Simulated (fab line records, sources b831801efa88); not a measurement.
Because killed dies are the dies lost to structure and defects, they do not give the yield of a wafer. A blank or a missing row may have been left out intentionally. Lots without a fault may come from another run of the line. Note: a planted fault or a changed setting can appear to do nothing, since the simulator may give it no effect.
One fault seen from 2 desks | flow gf180mcu | each desk has only its own numbers; what lay behind them comes last

THE TOOL OWNER'S DESK: lpcvd-02
The tool's own readings at GF_HV_LDD_CVD_54 (deposits SiO2 from TEOS, target thk 10 nm, time 75 s): means of the sampled wafers that have a number, for each lot that ran on this tool. If a lot's mean is further than 4 standard deviations from the usual mean, the lot is out of limits and carries the mark OUT (the distance appears in the brackets).
Columns: A = spike_tc_top_C at GF_HV_LDD_CVD_54, usual 694.4 C; B = zone_power_centre_pct at GF_HV_LDD_CVD_54, usual 11.6 %
lot  | first seen here | A     | B
L966 | day 12 16:31    | 694.1 | 10.4
L970 | day 13 16:28    | 694.5 | 10.3
L975 | day 15 04:14    | 694.6 | 11.8
L978 | day 16 11:07    | 694.0 | 11.8
L979 | day 16 21:10    | 693.8 | 11.9
L980 | day 17 06:29    | 693.5 | 10.4
This desk found nothing out of limits on any of the 6 lots.

FROM THE METROLOGY DESK
Lot by lot, what the gauges showed, no matter which tool ran the lot: averages of those sampled wafers that carry a number. If a lot's mean is further than 4 standard deviations from the usual mean, the lot is out of limits and carries the mark OUT (the distance appears in the brackets).
Columns: A = V4_BOW at GF_V4_BOW_MEAS_05, usual 136 um
lot  | first seen here | A
L966 | day 23 19:29    | 140
L967 | day 24 00:02    | 143
L970 | day 24 21:52    | 142
L971 | day 25 08:44    | 134
L973 | day 26 05:26    | 129
L975 | day 26 09:02    | 134
L978 | day 27 16:31    | 148
L979 | day 27 23:35    | 135
L980 | day 28 07:40    | 144
L981 | day 28 12:20    | 138
L986 | day 30 01:49    | 137
L987 | day 30 08:40    | 149
L988 | day 30 11:26    | 140
L989 | day 30 19:25    | 136
This desk found nothing out of limits on any of the 14 lots.

PUT TOGETHER
The tool owner's desk saw nothing out of limits.
Nothing out of limits was seen by the metrology desk.

WHAT THE SIMULATOR HAD PUT IN
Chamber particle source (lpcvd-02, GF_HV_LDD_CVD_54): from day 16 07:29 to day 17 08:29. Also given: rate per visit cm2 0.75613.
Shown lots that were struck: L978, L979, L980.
